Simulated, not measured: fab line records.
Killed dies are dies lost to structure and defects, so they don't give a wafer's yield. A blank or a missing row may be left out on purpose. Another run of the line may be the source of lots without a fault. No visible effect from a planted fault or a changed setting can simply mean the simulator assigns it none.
What tool caused it?    flow gf180mcu    11 lots, 33 wafers sampled, at 6 steps of a route of 602

== WHAT EACH GAUGE READ, for each wafer ==
GF_HV_LDD_OVL_MEAS_08. Usual: HV_LDD_OVL 0.1 nm, standard deviation 1.3.
lot   measured      on          HV_LDD_OVL (nm)  flag
L130  day 10 00:29  overlay-01  -0.3 -0.4 -1.4   
L131  day 10 04:02  overlay-01  -0.9 -0.7 -2.3   
L133  day 10 21:03  overlay-01  0.2 1.2 1.1      
L134  day 11 05:10  overlay-02  -2.5 -1.7 -0.8   
L136  day 11 20:00  overlay-02  0.7 0.7 0.7      
L137  day 12 02:24  overlay-02  -0.7 -0.6 -1.4   
L143  day 13 21:44  overlay-02  -0.2 -1.5 -2.0   
L144  day 14 12:46  overlay-02  -0.2 -0.4 -1.1   
L146  day 15 03:32  overlay-01  1.2 1.1 0.7      
L151  day 16 11:19  overlay-01  1.3 -0.6 0.9     
L153  day 17 03:38  overlay-01  2.2 1.8 4.0      

GF_HV_LDD_RS_MEAS_53: a four-point-probe measurement. Usual: HV_LDD_RS 418.5 ohm/sq, standard deviation 0.93.
lot   measured      on             HV_LDD_RS (ohm/sq)  flag
L130  day 12 08:44  film_metro-03  419.0 418.1 418.8   
L131  day 12 13:44  film_metro-01  418.7 418.6 417.9   
L133  day 13 09:13  film_metro-01  418.9 419.9 418.5   
L134  day 13 17:13  film_metro-01  417.9 417.5 417.3   
L136  day 14 09:44  film_metro-02  417.9 418.2 417.8   
L137  day 14 17:53  film_metro-01  418.2 419.1 418.7   
L143  day 16 17:30  film_metro-03  419.3 418.2 418.6   
L144  day 17 08:25  film_metro-03  418.7 419.7 419.3   
L146  day 18 01:52  film_metro-02  417.7 418.3 416.6   
L151  day 19 09:32  film_metro-01  420.1 419.7 420.7   
L153  day 20 05:38  film_metro-03  418.0 418.2 419.0   

GF_PSD_TW_MEAS_11. Usual: PSD_TW 3196, standard deviation 35.
lot   measured      on             PSD_TW          flag
L130  day 14 04:05  film_metro-04  3237 3219 3228  
L131  day 14 09:58  film_metro-04  3222 3204 3218  
L133  day 15 06:38  film_metro-01  3162 3172 3152  
L134  day 15 15:05  film_metro-04  3227 3225 3224  
L136  day 16 09:46  film_metro-01  3174 3183 3179  
L137  day 16 17:11  film_metro-01  3183 3195 3183  
L143  day 18 19:45  film_metro-01  3164 3163 3155  
L144  day 19 11:22  film_metro-01  3411 3404 3426  OFF
L146  day 20 05:48  film_metro-02  3385 3399 3400  OFF
L151  day 21 11:43  film_metro-04  3222 3201 3217  
L153  day 22 07:59  film_metro-02  3162 3168 3166  

GF_PSD_RS_MEAS_15: a four-point-probe measurement. Usual: PSD_RS 108.63 ohm/sq, standard deviation 0.3.
lot   measured      on             PSD_RS (ohm/sq)       flag
L130  day 14 04:24  film_metro-01  108.67 108.65 108.74  
L131  day 14 10:16  film_metro-01  109.06 108.99 108.66  
L133  day 15 06:58  film_metro-04  108.75 108.92 108.83  
L134  day 15 15:25  film_metro-01  108.30 108.63 108.26  
L136  day 16 10:05  film_metro-04  109.46 109.37 109.39  
L137  day 16 17:30  film_metro-01  108.33 108.28 108.53  
L143  day 18 20:05  film_metro-04  108.90 108.95 108.86  
L144  day 19 11:41  film_metro-04  102.53 102.40 102.34  OFF
L146  day 20 06:08  film_metro-01  102.39 102.29 102.24  OFF
L151  day 21 12:02  film_metro-02  108.74 108.48 108.82  
L153  day 22 08:20  film_metro-02  108.19 108.47 108.36  

== EACH LOT AND THE TOOL THAT RAN IT (in order: tool; ch and the chambers of the sampled wafers; start) ==
lot   GF_PSD_IMPLANT_09                GF_PSD_STRIP_10
L130  implanter-03 ch 0, day 14 03:50  plasma_asher-03 ch 0,1, day 14 03:58
L131  implanter-04 ch 0, day 14 09:43  plasma_asher-01 ch 0,1, day 14 09:52
L133  implanter-03 ch 0, day 15 06:23  plasma_asher-03 ch 0,1, day 15 06:32
L134  implanter-04 ch 0, day 15 14:52  plasma_asher-01 ch 0,1, day 15 14:59
L136  implanter-03 ch 0, day 16 09:31  plasma_asher-02 ch 0,1, day 16 09:40
L137  implanter-03 ch 0, day 16 16:56  plasma_asher-02 ch 0,1, day 16 17:04
L143  implanter-01 ch 0, day 18 19:32  plasma_asher-01 ch 0,1, day 18 19:40
L144  implanter-03 ch 0, day 19 11:07  plasma_asher-01 ch 0,1, day 19 11:16
L146  implanter-03 ch 0, day 20 05:30  plasma_asher-01 ch 0,1, day 20 05:38
L151  implanter-01 ch 0, day 21 11:28  plasma_asher-02 ch 0,1, day 21 11:37
L153  implanter-04 ch 0, day 22 07:47  plasma_asher-02 ch 0,1, day 22 07:53
- GF_PSD_IMPLANT_09
- GF_PSD_STRIP_10: strips in O2/N2.

== WHAT THE TOOLS THEMSELVES READ (means of the sampled wafers that have a number; where no wafer has one, the mark that the record gives instead) ==
GF_PSD_IMPLANT_09. Usual: beam_energy_keV 39.998, standard deviation 0.014; dose_ions_cm2 1.4994e+15, standard deviation 1.4e+12; end_station_pressure_torr 1.17e-05 Torr, standard deviation 5.6e-07; faraday_current_uA 8237, standard deviation 160; tilt_deg 7.002 degrees, standard deviation 0.021.
lot   tool          beam_energy_keV  dose_ions_cm2  end_station_pressure_torr (Torr)  faraday_current_uA  tilt_deg (degrees)  flag
L130  implanter-03  39.995           1.4994e+15     1.13e-05                          8158                6.992               
L131  implanter-04  39.986           1.4999e+15     1.10e-05                          8183                6.978               
L133  implanter-03  39.993           1.4987e+15     1.19e-05                          8409                7.006               
L134  implanter-04  39.995           1.4984e+15     1.21e-05                          8108                7.006               
L136  implanter-03  39.993           1.4990e+15     1.17e-05                          8255                7.018               
L137  implanter-03  40.001           1.4997e+15     1.18e-05                          8187                7.013               
L143  implanter-01  39.994           1.4980e+15     1.14e-05                          8202                6.974               
L144  implanter-03  39.996           2.1692e+15     1.44e-05                          11857               6.984               OFF
L146  implanter-03  40.001           2.1657e+15     1.48e-05                          11612               7.017               OFF
L151  implanter-01  40.002           1.5004e+15     1.19e-05                          8084                6.996               
L153  implanter-04  39.978           1.4979e+15     1.16e-05                          8217                7.002               

GF_PSD_STRIP_10. Usual: drypump_motor_current_A 5.8 A, standard deviation 0.34; heater_power_w 349 W, standard deviation 34; oes_product_au 0.593 a.u., standard deviation 0.0041; strip_time_to_endpoint_s 16.56 s, standard deviation 0.033.
lot   tool             drypump_motor_current_A (A)  heater_power_w (W)  oes_product_au (a.u.)  strip_time_to_endpoint_s (s)  flag
L130  plasma_asher-03  5.5                          362                 0.595                  16.54                         
L131  plasma_asher-01  5.9                          374                 0.591                  16.55                         
L133  plasma_asher-03  5.7                          356                 0.592                  16.61                         
L134  plasma_asher-01  5.9                          370                 0.594                  16.59                         
L136  plasma_asher-02  5.9                          316                 0.594                  16.57                         
L137  plasma_asher-02  5.9                          314                 0.592                  16.55                         
L143  plasma_asher-01  5.8                          351                 0.593                  16.51                         
L144  plasma_asher-01  5.8                          350                 0.567                  17.83                         OFF
L146  plasma_asher-01  5.8                          345                 0.568                  17.81                         OFF
L151  plasma_asher-02  5.8                          313                 0.592                  16.52                         
L153  plasma_asher-02  5.6                          327                 0.593                  16.54                         

== THE ANSWER, worked out from the rows above alone ==
Rule: lot off if the mean of its wafers having a number is beyond 3 standard deviations from the usual mean. A lot without any number at a reading at which 4 lots or more have one is off too. The other lots that the step has rows for count as sound. After the gauges, taken in route order, come the tools' own readings; for these a lot's mean is taken, as printed above. The first step at which some lot is off is used, and at that step the reading that is off furthest; a lot without a number counts as furthest.
Off: L144, L146, at GF_PSD_TW_MEAS_11 (PSD_TW).
A tool fits if, at a process step before that reading, it ran every lot that is off, and no sound lot after the first of them. Not tried: the gauges at GF_PSD_TW_MEAS_11; whatever is off there is also off at GF_PSD_IMPLANT_09, on other tools, and gauge error can't account for it. This does not decide it: 2 tools fit, namely implanter-03 at GF_PSD_IMPLANT_09 and plasma_asher-01 at GF_PSD_STRIP_10.

== WHAT HAD BEEN PUT IN BY THE SIMULATOR ==
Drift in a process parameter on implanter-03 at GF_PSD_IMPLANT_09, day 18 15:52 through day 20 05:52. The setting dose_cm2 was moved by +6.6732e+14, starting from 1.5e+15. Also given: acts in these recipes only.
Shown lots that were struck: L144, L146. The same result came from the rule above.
